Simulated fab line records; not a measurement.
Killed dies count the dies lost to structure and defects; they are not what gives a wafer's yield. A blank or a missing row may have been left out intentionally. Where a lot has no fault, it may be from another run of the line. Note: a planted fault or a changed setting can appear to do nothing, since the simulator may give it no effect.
Which of the tools did it? | flow sky130 | 11 lots with 33 wafers sampled at 2 steps, on a route of 708 steps

## WHAT THE GAUGES READ, wafer by wafer
SKY_POLY_GATE_THK_MEAS_01.
lot  | measured     | on            | POLY_GATE_CVD_00_THK (nm)
L575 | day 13 16:29 | film metro-04 | 179.6 180.1 180.3
L576 | day 14 00:50 | film metro-02 | 182.6 180.9 182.3
L577 | day 14 11:23 | film metro-02 | 179.8 180.3 179.7
L578 | day 14 19:43 | film metro-04 | 179.9 181.5 181.6
L580 | day 16 04:17 | film metro-02 | 181.4 183.2 182.2
L581 | day 16 04:17 | film metro-01 | 179.3 179.7 177.3
L582 | day 16 09:22 | film metro-04 | 180.9 180.1 179.2
L583 | day 16 16:19 | film metro-02 | 178.4 178.4 178.8
L588 | day 18 10:45 | film metro-02 | 182.7 183.0 182.0
L593 | day 20 02:07 | film metro-01 | 97.6 98.0 97.8
L594 | day 21 01:53 | film metro-02 | 96.1 95.5 97.4

## TOOL THAT RAN EACH LOT (tool first, then ch and the chambers of the sampled wafers, then the start)
lot  | SKY_POLY_GATE_CVD_00
L575 | lpcvd-01 ch 1, day 13 15:17
L576 | lpcvd-01 ch 0, day 13 23:38
L577 | lpcvd-01 ch 1, day 14 10:11
L578 | lpcvd-01 ch 1, day 14 18:31
L580 | lpcvd-01 ch 1, day 16 03:05
L581 | lpcvd-01 ch 0, day 16 03:05
L582 | lpcvd-01 ch 0, day 16 08:10
L583 | lpcvd-01 ch 0, day 16 15:07
L588 | lpcvd-01 ch 0, day 18 09:33
L593 | lpcvd-01 ch 1, day 20 00:54
L594 | lpcvd-01 ch 0, day 21 00:41
- SKY_POLY_GATE_CVD_00: deposits poly-Si, target thk 180 nm, time 720 s.

## AS READ BY THE TOOLS THEMSELVES (means over the sampled wafers that have a number; for cases with no such wafer, the mark the record gives instead)
SKY_POLY_GATE_CVD_00.
lot  | tool     | zone power top pct (%)
L575 | lpcvd-01 | 20.2
L576 | lpcvd-01 | 16.4
L577 | lpcvd-01 | 20.3
L578 | lpcvd-01 | 20.1
L580 | lpcvd-01 | 20.2
L581 | lpcvd-01 | 16.2
L582 | lpcvd-01 | 16.4
L583 | lpcvd-01 | 16.4
L588 | lpcvd-01 | 16.5
L593 | lpcvd-01 | 20.2
L594 | lpcvd-01 | 16.2

## THE ANSWER, worked out from the rows above alone
Rule: what is usual is taken from the lots themselves. The widest of any qualifying gaps counts: lots, ordered by their means at a reading, are off when they make up no more than a third of the lots, leave a main group of 4 or more, and stand apart from it by 3 or more times the standard deviation of that group's means. Not used: any main group whose means are identical at the precision the tables above print for the reading. Also off: a lot with no number at a reading for which 4 or more lots have one. Any other lot the step has rows for is counted as sound. First the gauges in route order, then the tools' own readings, where a lot's mean is used as printed above. The first step at which some lot is off is used, and at that step the reading that is off furthest; a lot without a number counts as furthest.
Off: L593, L594, seen at SKY_POLY_GATE_THK_MEAS_01 (POLY_GATE_CVD_00_THK). The main group has a mean of 180.6 nm with a standard deviation of 1.4.
If a tool, at a process step before that reading, ran all the lots that are off and no sound lot after the first of them, it fits. The gauges at SKY_POLY_GATE_THK_MEAS_01 are tried like those tools. One candidate fits, namely lpcvd-01 at SKY_POLY_GATE_CVD_00. Its last sound lot is L588 (day 18 09:33), its first lot that is off L593 (day 20 00:54): a fault that began between those two fits.

## WHAT THE SIMULATOR HAD PUT IN
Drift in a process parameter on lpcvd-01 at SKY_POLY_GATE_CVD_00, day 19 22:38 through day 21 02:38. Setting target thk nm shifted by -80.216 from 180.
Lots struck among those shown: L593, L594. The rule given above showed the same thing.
